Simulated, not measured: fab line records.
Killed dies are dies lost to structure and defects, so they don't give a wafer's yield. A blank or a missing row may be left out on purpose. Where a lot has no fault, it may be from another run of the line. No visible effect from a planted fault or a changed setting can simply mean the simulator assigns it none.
Chamber matching ; flow gf180mcu ; 3 sister chambers for GF_V4_CVD_02 on pecvd-01
The step deposits SiO2 from TEOS, target thk 850 nm, time 94.851 s. 3 wafers are shown with their chamber, then 7 later ones without.

## WAFERS WITH THEIR CHAMBER
wafer;chamber;heater-power-w (W)
L836.5;0;491
L850.2;1;686
L850.3;2;642

## WAFERS WITHOUT THEIR CHAMBER
wafer;heater-power-w (W)
L850.4;478
L854.2;774
L854.3;470
L854.6;788
L855.3;812
L855.4;492
L855.5;743

## CHAMBER TAKEN BY EACH
wafer;from the rows above;in truth
L850.4;0;0
L854.2;can't be placed: 1 or 2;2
L854.3;0;0
L854.6;can't be placed: 1 or 2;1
L855.3;can't be placed: 1 or 2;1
L855.4;0;0
L855.5;can't be placed: 1 or 2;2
Correctly placed: 3 of 7. These rows do not allow placing 4 (true chamber among the candidates in 4). 0 placed wrongly.
How it was worked out, from the rows above alone: a wafer's distance from a chamber is the root of the sum, over the readings, of the square of ((its reading less the chamber's mean) divided by the reading's scatter). If the next closest chamber is less than 2 further off than the closest, the wafer can't be placed; otherwise it belongs to the closest. For every chamber, the mean is computed from those of its wafers that are shown. The scatter (one wafer shown for each chamber): square how far every hidden wafer sits from the nearest shown wafer, average those squares and take the square root.
